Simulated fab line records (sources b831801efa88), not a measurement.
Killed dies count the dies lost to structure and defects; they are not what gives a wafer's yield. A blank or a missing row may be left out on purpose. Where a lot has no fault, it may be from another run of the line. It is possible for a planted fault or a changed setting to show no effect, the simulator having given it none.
What tool caused it?	flow gf180mcu	7 lots with 21 wafers sampled at 2 steps, on a route of 602 steps

## WHAT THE GAUGES READ, wafer by wafer
GF_SAB_THK_MEAS_01.
lot	measured	on	SAB_CVD_00_THK (nm)
L703	day 14 14:49	film-metro-03	48.6 49.6 50.0
L707	day 16 03:04	film-metro-04	49.9 49.2 50.3
L710	day 17 02:23	film-metro-03	49.6 50.2 50.4
L712	day 17 20:40	film-metro-03	50.0 48.8 49.7
L714	day 18 13:10	film-metro-04	49.8 49.7 50.3
L722	day 21 09:46	film-metro-04	63.0 50.5 49.4
L725	day 22 09:25	film-metro-02	49.3 49.9 50.5

## WHAT TOOL EACH LOT RAN ON (gives the tool, then ch and the chambers of the sampled wafers, and finally the start)
lot	GF_SAB_CVD_00
L703	pecvd-04 ch 0,1,2, day 14 14:48
L707	pecvd-01 ch 0,2, day 16 03:02
L710	pecvd-02 ch 0,1,2, day 17 02:21
L712	pecvd-02 ch 0,1,2, day 17 20:38
L714	pecvd-02 ch 1,2, day 18 13:08
L722	pecvd-01 ch 0,1,2, day 21 09:44
L725	pecvd-04 ch 0,1, day 22 09:23
- GF_SAB_CVD_00: deposits SiO2 from TEOS, target thk 50 nm, time 4.9302 s.

## THE ANSWER, worked out from the rows above alone
Rule: usual is defined by the lots themselves. Put in order of their means at a reading, lots are off if they are a third of the lots or fewer, leave a main group of 4 or more, and stand apart from it by a gap of 3 or more times the standard deviation of the main group's means; of several such gaps the widest counts. A main group whose means are all the same, to the digits that the tables above print for the reading, isn't used. A lot without any number at a reading at which 4 lots or more have one is off too. The other lots that the step has rows for count as sound.
Off: L722, seen at GF_SAB_THK_MEAS_01 (SAB_CVD_00_THK). For the main group the mean is 49.8 nm and the standard deviation 0.24.
If a tool, at a process step before that reading, ran all the lots that are off and no sound lot after the first of them, it fits. Gauges at GF_SAB_THK_MEAS_01: tried the same way as those tools. Undecided on this evidence; 2 tools fit (pecvd-01 at GF_SAB_CVD_00, film-metro-04 at GF_SAB_THK_MEAS_01).

## WHAT HAD BEEN PUT IN BY THE SIMULATOR
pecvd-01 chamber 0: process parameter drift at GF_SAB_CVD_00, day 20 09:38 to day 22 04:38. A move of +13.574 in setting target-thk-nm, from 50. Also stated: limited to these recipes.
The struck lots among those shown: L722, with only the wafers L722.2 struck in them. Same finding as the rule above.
